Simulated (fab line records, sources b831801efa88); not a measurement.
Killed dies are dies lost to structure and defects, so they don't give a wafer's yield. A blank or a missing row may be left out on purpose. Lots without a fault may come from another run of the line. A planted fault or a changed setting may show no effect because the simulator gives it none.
Which tool did it? | flow sky130 | 15 lots, 45 wafers sampled, at 5 steps of a route of 708

WHAT THE GAUGES READ, wafer by wafer
SKY_DNWELL_TW_MEAS_09. Usual: DNWELL_TW 1112, standard deviation 7.5.
lot  | measured    | on            | DNWELL_TW      | flag
L510 | day 3 06:29 | film_metro-01 | 1107 1106 1109 |
L511 | day 3 13:13 | film_metro-01 | 1114 1114 1113 |
L512 | day 3 16:48 | film_metro-01 | 1108 1103 1109 |
L513 | day 3 20:30 | film_metro-01 | 1110 1109 1104 |
L517 | day 4 18:44 | film_metro-01 | 30 30 30       | OFF
L518 | day 5 00:55 | film_metro-04 | 30 30 30       | OFF
L519 | day 5 06:32 | film_metro-03 | 30 30 30       | OFF
L522 | day 5 22:11 | film_metro-01 | 1103 1096 1108 |
L526 | day 6 20:36 | film_metro-01 | 1108 1106 1107 |
L527 | day 7 15:56 | film_metro-04 | 1118 1113 1110 |
L528 | day 7 23:51 | film_metro-03 | 1107 1107 1108 |
L529 | day 7 23:50 | film_metro-01 | 1121 1122 1122 |
L530 | day 8 03:00 | film_metro-01 | 1122 1126 1126 |
L531 | day 8 02:40 | film_metro-03 | 1114 1118 1114 |
L533 | day 8 14:16 | film_metro-04 | 1115 1109 1119 |

SKY_NWELL_OVL_MEAS_23. Usual: NWELL_01_OVL 0.0 nm, standard deviation 1.3.
lot  | measured     | on         | NWELL_01_OVL (nm) | flag
L510 | day 5 09:34  | overlay-01 | 2.5 2.8 2.2       |
L511 | day 5 17:29  | overlay-02 | 0.0 -1.9 0.5      |
L512 | day 5 21:14  | overlay-02 | -0.7 -1.6 -1.1    |
L513 | day 6 00:49  | overlay-01 | -1.7 -0.1 -1.3    |
L517 | day 7 02:07  | overlay-01 | 1.5 0.4 2.0       |
L518 | day 7 08:15  | overlay-01 | 0.0 1.3 1.6       |
L519 | day 7 14:23  | overlay-02 | 1.2 -0.9 0.5      |
L522 | day 8 07:05  | overlay-01 | 0.4 1.8 -1.0      |
L526 | day 9 09:14  | overlay-01 | 0.9 0.4 -0.8      |
L527 | day 10 08:29 | overlay-01 | 1.1 1.0 1.4       |
L528 | day 10 16:26 | overlay-02 | 1.0 1.1 0.6       |
L529 | day 10 15:44 | overlay-02 | 1.2 0.1 0.2       |
L530 | day 10 21:13 | overlay-01 | -2.5 -1.7 0.8     |
L531 | day 10 20:17 | overlay-01 | 1.4 2.0 0.2       |
L533 | day 11 09:11 | overlay-02 | 0.4 0.6 0.5       |

SKY_VT_ADJUST_PCH_OVL_MEAS_07. Usual: VT_ADJUST_PCH_OVL -0.1 nm, standard deviation 1.6.
lot  | measured     | on         | VT_ADJUST_PCH_OVL (nm) | flag
L510 | day 10 10:31 | overlay-01 | 0.3 2.8 1.8            |
L511 | day 10 19:20 | overlay-02 | -2.9 0.2 -0.1          |
L512 | day 10 23:50 | overlay-02 | -1.0 -1.1 -1.8         |
L513 | day 11 06:12 | overlay-01 | -1.8 -1.4 -1.7         |
L517 | day 12 13:07 | overlay-02 | -1.8 -1.8 -0.7         |
L518 | day 13 00:39 | overlay-01 | -0.6 -1.0 0.4          |
L519 | day 13 05:35 | overlay-02 | -1.1 -2.7 -1.1         |
L522 | day 14 03:29 | overlay-02 | 0.1 1.3 2.0            |
L526 | day 15 13:05 | overlay-02 | -1.4 -3.1 -0.6         |
L527 | day 16 20:28 | overlay-01 | 0.6 1.8 2.3            |
L528 | day 17 04:53 | overlay-02 | -0.2 0.6 -0.5          |
L529 | day 17 04:11 | overlay-01 | 0.5 -0.7 -0.3          |
L530 | day 17 10:04 | overlay-01 | 0.2 0.7 0.5            |
L531 | day 17 09:27 | overlay-02 | 0.0 0.6 0.1            |
L533 | day 18 05:25 | overlay-01 | 0.0 3.1 2.1            |

WHICH TOOL RAN EACH LOT (tool, then ch and the chambers of the sampled wafers, then the start)
lot  | SKY_FIELD_ISO_ETCH_14             | SKY_DNWELL_DEVELOP_06
L510 | rie_diel-04 ch 0,2, day 2 07:25   | litho_track-04 ch 0, day 3 06:00
L511 | rie_diel-04 ch 0,3, day 2 11:19   | litho_track-03 ch 0, day 3 12:00
L512 | rie_diel-01 ch 0,2,3, day 2 16:07 | litho_track-02 ch 0, day 3 16:00
L513 | rie_diel-02 ch 0,2,3, day 2 19:53 | litho_track-02 ch 0, day 3 20:00
L517 | rie_diel-02 ch 0,1,2, day 3 19:23 | litho_track-02, day 4 18:00
L518 | rie_diel-01 ch 0,1,2, day 3 22:32 | litho_track-04, day 5 00:00
L519 | rie_diel-04 ch 0,1,2, day 4 05:16 | litho_track-04, day 5 06:00
L522 | rie_diel-02 ch 0,1,3, day 4 18:04 | litho_track-02 ch 0, day 5 21:00
L526 | rie_diel-02 ch 1,2,3, day 5 16:19 | litho_track-02 ch 0, day 6 20:00
L527 | rie_diel-01 ch 2,3, day 5 22:50   | litho_track-02 ch 0, day 7 15:00
L528 | rie_diel-02 ch 0,3, day 6 05:22   | litho_track-04 ch 0, day 7 23:00
L529 | rie_diel-04 ch 1,3, day 6 09:28   | litho_track-02 ch 0, day 7 23:00
L530 | rie_diel-04 ch 1,3, day 6 14:14   | litho_track-04 ch 0, day 8 02:00
L531 | rie_diel-01 ch 0,1,3, day 6 17:41 | litho_track-04 ch 0, day 8 02:00
L533 | rie_diel-01 ch 1,2, day 7 08:43   | litho_track-04 ch 0, day 8 13:00
- SKY_FIELD_ISO_ETCH_14: etches BARC in N2/H2, stops on SiO2, time 45.9 s, target depth 60 nm.
- SKY_DNWELL_DEVELOP_06: develop time 60 s.

WHAT THE TOOLS THEMSELVES READ (means of the sampled wafers that have a number; where no wafer has one, the mark that the record gives instead)
SKY_FIELD_ISO_ETCH_14. Usual: drypump_motor_current_A 5.7 A, standard deviation 0.42; oes_product_au 0.855 a.u., standard deviation 0.0045; throttle_valve_pct 13.223 %, standard deviation 0.0092.
lot  | tool        | drypump_motor_current_A (A) | oes_product_au (a.u.) | throttle_valve_pct (%) | flag
L510 | rie_diel-04 | 5.7                         | 0.856                 | 13.222                 |
L511 | rie_diel-04 | 6.0                         | 0.857                 | 13.221                 |
L512 | rie_diel-01 | 5.6                         | 0.856                 | 13.222                 |
L513 | rie_diel-02 | 5.9                         | 0.853                 | 13.230                 |
L517 | rie_diel-02 | 5.8                         | 0.861                 | 13.226                 |
L518 | rie_diel-01 | 5.9                         | 0.858                 | 13.216                 |
L519 | rie_diel-04 | 5.7                         | 0.853                 | 13.221                 |
L522 | rie_diel-02 | 5.9                         | 0.850                 | 13.219                 |
L526 | rie_diel-02 | 5.9                         | 0.861                 | 13.227                 |
L527 | rie_diel-01 | 5.1                         | 0.858                 | 13.224                 |
L528 | rie_diel-02 | 6.1                         | 0.856                 | 13.225                 |
L529 | rie_diel-04 | 5.5                         | 0.856                 | 13.218                 |
L530 | rie_diel-04 | 5.4                         | 0.857                 | 13.221                 |
L531 | rie_diel-01 | 5.8                         | 0.850                 | 13.224                 |
L533 | rie_diel-01 | 5.5                         | 0.852                 | 13.222                 |

SKY_DNWELL_DEVELOP_06. Usual: chill_plate_temp_C 22.99 C, standard deviation 0.099.
lot  | tool           | chill_plate_temp_C (C) | flag
L510 | litho_track-04 | 22.98                  |
L511 | litho_track-03 | 22.91                  |
L512 | litho_track-02 | 23.05                  |
L513 | litho_track-02 | 22.96                  |
L517 | litho_track-02 | -                      | OFF
L518 | litho_track-04 | -                      | OFF
L519 | litho_track-04 | -                      | OFF
L522 | litho_track-02 | 22.87                  |
L526 | litho_track-02 | 23.06                  |
L527 | litho_track-02 | 22.94                  |
L528 | litho_track-04 | 23.07                  |
L529 | litho_track-02 | 23.01                  |
L530 | litho_track-04 | 22.95                  |
L531 | litho_track-04 | 22.95                  |
L533 | litho_track-04 | 23.11                  |

THE ANSWER, worked out from the rows above alone
Rule: a lot is off if the mean of its wafers that have a number lies more than 3 standard deviations from the usual mean. A lot without any number at a reading at which 4 lots or more have one is off too. The other lots that the step has rows for count as sound. The gauges are gone through in route order, then the tools' own readings, and for those a lot's mean is taken as printed above. The first step at which some lot is off is used, and at that step the reading that is off furthest; a lot without a number counts as furthest.
Off: L517, L518, L519, at SKY_DNWELL_TW_MEAS_09 (DNWELL_TW).
A tool fits if, at a process step before that reading, it ran every lot that is off, and no sound lot after the first of them. The gauges at SKY_DNWELL_TW_MEAS_09 aren't tried: what is off there is off at SKY_DNWELL_DEVELOP_06 too, on other tools, and a gauge's error can't cause that. None of those tried fits.

WHAT THE SIMULATOR HAD PUT IN
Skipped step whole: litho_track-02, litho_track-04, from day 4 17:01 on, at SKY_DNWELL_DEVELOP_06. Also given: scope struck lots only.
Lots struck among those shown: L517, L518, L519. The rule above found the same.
